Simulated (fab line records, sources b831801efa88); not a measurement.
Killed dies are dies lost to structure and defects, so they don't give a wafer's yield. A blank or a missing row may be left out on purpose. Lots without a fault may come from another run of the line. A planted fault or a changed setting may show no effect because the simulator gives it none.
Chamber matching | flow sky130 | SKY_LI_CONTACT_CMP_24 on cmp-01: 4 sister chambers
The step polishes, stops on PSG, t overpolish 20 s, target thk 0 nm. 8 wafers are shown with their chamber, then 10 later ones without.

WAFERS WITH THEIR CHAMBER
wafer  | chamber | motor_current_A (A) | time_to_endpoint_s (s)
L108.5 | 0       | 11.8                | 98
L113.5 | 3       | 10.6                | 101
L113.6 | 0       | 11.7                | 101
L114.2 | 2       | 10.7                | 99
L114.3 | 1       | 10.7                | 97
L114.6 | 2       | 10.6                | 102
L122.1 | 1       | 10.9                | 94
L122.4 | 3       | 10.7                | 95

WAFERS WITHOUT THEIR CHAMBER
wafer  | motor_current_A (A) | time_to_endpoint_s (s)
L122.6 | 10.9                | 95
L124.2 | 11.0                | 99
L124.5 | 11.3                | 100
L124.6 | 10.5                | 99
L127.1 | 11.3                | 98
L127.3 | 10.9                | 98
L127.6 | 11.4                | 99
L126.1 | 11.3                | 93
L126.2 | 10.3                | 94
L126.3 | 11.9                | 99

WHICH CHAMBER EACH WENT THROUGH
wafer  | from the rows above          | in truth
L122.6 | can't be placed: 1 or 3      | 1
L124.2 | can't be placed: 1 or 3 or 2 | 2
L124.5 | can't be placed: 0 or 1      | 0
L124.6 | can't be placed: 3 or 2 or 1 | 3
L127.1 | can't be placed: 0 or 1      | 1
L127.3 | can't be placed: 1 or 3 or 2 | 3
L127.6 | 0                            | 0
L126.1 | can't be placed: 0 or 1 or 3 | 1
L126.2 | can't be placed: 3 or 2 or 1 | 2
L126.3 | 0                            | 0
Placed correctly: 2 of 10. Can't be placed from these rows: 8 (the true chamber is among the candidates in 8). Placed wrongly: 0.
How it was worked out, from the rows above alone: a wafer's distance from a chamber is the root of the sum, over the readings, of the square of ((its reading less the chamber's mean) divided by the reading's scatter). The wafer belongs to the nearest chamber; if the next one is less than 2 further off, it can't be placed. A chamber's mean is the mean of its shown wafers. The scatter: the root of (the sum of the squares of (reading less its chamber's mean) over the shown wafers, divided by (wafers less chambers)).
